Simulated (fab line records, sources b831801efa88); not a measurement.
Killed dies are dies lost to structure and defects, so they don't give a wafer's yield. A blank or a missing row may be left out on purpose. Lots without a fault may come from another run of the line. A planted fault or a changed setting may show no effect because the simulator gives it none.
Which tool did it? | flow gf180mcu | 15 lots, 45 wafers sampled, at 3 steps of a route of 602

WHAT THE GAUGES READ, wafer by wafer
GF_MVPSD_TW_MEAS_11.
lot  | measured     | on            | MVPSD_TW
L294 | day 5 01:07  | film_metro-04 | 550 550 552
L296 | day 5 13:02  | film_metro-02 | 550 553 558
L297 | day 5 19:32  | film_metro-04 | 551 551 555
L298 | day 6 01:31  | film_metro-02 | 551 553 553
L299 | day 6 05:00  | film_metro-04 | 545 545 545
L300 | day 6 14:13  | film_metro-04 | 549 548 546
L302 | day 7 02:01  | film_metro-02 | 554 557 553
L304 | day 7 17:10  | film_metro-02 | 557 559 559
L307 | day 8 07:11  | film_metro-04 | 552 549 551
L308 | day 8 14:42  | film_metro-02 | 556 557 554
L309 | day 8 21:05  | film_metro-02 | 556 553 554
L312 | day 9 13:50  | film_metro-04 | 550 549 549
L315 | day 10 06:15 | film_metro-02 | 559 557 558
L316 | day 10 13:53 | film_metro-04 | 545 544 548
L317 | day 10 21:22 | film_metro-02 | 560 557 557

GF_DUAL_GATE_OVL_MEAS_11.
lot  | measured     | on         | DUAL_GATE_OVL (nm)
L294 | day 8 08:28  | overlay-02 | -1.3 -0.1 -0.1
L296 | day 8 22:07  | overlay-02 | -1.7 -0.4 -0.9
L297 | day 9 06:10  | overlay-02 | -0.3 -0.8 -0.6
L298 | day 9 13:19  | overlay-01 | 0.4 1.2 0.2
L299 | day 9 19:10  | overlay-02 | 0.1 2.8 0.0
L300 | day 10 08:06 | overlay-02 | 0.4 -0.1 -1.1
L302 | day 10 17:13 | overlay-02 | 1.6 1.9 0.5
L304 | day 11 10:19 | overlay-02 | -0.9 0.5 -0.5
L307 | day 12 03:00 | overlay-02 | 1.0 0.0 0.9
L308 | day 12 12:40 | overlay-02 | -0.5 1.4 0.1
L309 | day 12 22:25 | overlay-01 | 0.5 -0.1 0.9
L312 | day 13 13:04 | overlay-01 | 0.5 0.2 -1.4
L315 | day 14 08:19 | overlay-02 | 0.6 0.4 -0.7
L316 | day 14 17:37 | overlay-02 | 0.2 0.0 -0.4
L317 | day 15 03:49 | overlay-01 | 2.1 1.8 1.2

WHICH TOOL RAN EACH LOT (tool, then ch and the chambers of the sampled wafers, then the start)
lot  | GF_DNWELL_STRIP_08
L294 | plasma_asher-04 ch 0,1, day 2 19:18
L296 | plasma_asher-04 ch 0,1, day 3 05:03
L297 | plasma_asher-03 ch 0,1, day 3 11:15
L298 | plasma_asher-04 ch 0,1, day 3 16:03
L299 | plasma_asher-03 ch 0,1, day 3 20:16
L300 | plasma_asher-02 ch 0,1, day 4 03:54
L302 | plasma_asher-02 ch 0,1, day 4 13:28
L304 | plasma_asher-04 ch 0,1, day 5 02:10
L307 | plasma_asher-02 ch 1, day 5 15:47
L308 | plasma_asher-04 ch 0,1, day 5 22:20
L309 | plasma_asher-04 ch 0,1, day 6 03:45
L312 | plasma_asher-02 ch 1, day 6 19:22
L315 | plasma_asher-03 ch 0,1, day 7 10:21
L316 | plasma_asher-02 ch 0,1, day 7 15:51
L317 | plasma_asher-04 ch 0,1, day 7 22:56
- GF_DNWELL_STRIP_08: strips in O2/N2.

WHAT THE TOOLS THEMSELVES READ (means of the sampled wafers that have a number; where no wafer has one, the mark that the record gives instead)
GF_DNWELL_STRIP_08.
lot  | tool            | drypump_motor_current_A (A) | heater_power_w (W) | oes_product_au (a.u.) | platen_temp_c (C) | strip_time_to_endpoint_s (s)
L294 | plasma_asher-04 | 5.66                        | 332                | 0.723                 | 249.88            | 37.38
L296 | plasma_asher-04 | 5.58                        | 321                | 0.722                 | 249.87            | 37.44
L297 | plasma_asher-03 | 5.57                        | 379                | 0.719                 | 249.81            | 37.25
L298 | plasma_asher-04 | 5.69                        | 333                | 0.718                 | 250.14            | 37.34
L299 | plasma_asher-03 | 5.71                        | 368                | 0.721                 | 250.01            | 37.46
L300 | plasma_asher-02 | 5.59                        | 302                | 0.721                 | 249.86            | 37.26
L302 | plasma_asher-02 | 5.56                        | 305                | 0.724                 | 249.98            | 37.47
L304 | plasma_asher-04 | 5.67                        | 339                | 0.728                 | 249.83            | 37.39
L307 | plasma_asher-02 | 5.58                        | 294                | 0.723                 | 249.58            | 37.31
L308 | plasma_asher-04 | 5.57                        | 320                | 0.719                 | 250.16            | 37.44
L309 | plasma_asher-04 | 5.62                        | 317                | 0.720                 | 249.92            | 37.34
L312 | plasma_asher-02 | 5.60                        | 292                | 0.724                 | 250.31            | 37.46
L315 | plasma_asher-03 | 5.71                        | 374                | 0.721                 | 250.06            | 37.38
L316 | plasma_asher-02 | 5.56                        | 302                | 0.725                 | 250.17            | 37.38
L317 | plasma_asher-04 | 5.68                        | 339                | 0.717                 | 250.07            | 37.36

THE ANSWER, worked out from the rows above alone
Rule: what is usual is taken from the lots themselves. Put in order of their means at a reading, lots are off if they are a third of the lots or fewer, leave a main group of 4 or more, and stand apart from it by a gap of 3 or more times the standard deviation of the main group's means; of several such gaps the widest counts. A main group whose means are all the same, to the digits that the tables above print for the reading, isn't used. A lot without any number at a reading at which 4 lots or more have one is off too. The other lots that the step has rows for count as sound. The gauges are gone through in route order, then the tools' own readings, and for those a lot's mean is taken as printed above. The first step at which some lot is off is used, and at that step the reading that is off furthest; a lot without a number counts as furthest.
No lot is off at any reading shown: from this, nothing can be told.

WHAT THE SIMULATOR HAD PUT IN
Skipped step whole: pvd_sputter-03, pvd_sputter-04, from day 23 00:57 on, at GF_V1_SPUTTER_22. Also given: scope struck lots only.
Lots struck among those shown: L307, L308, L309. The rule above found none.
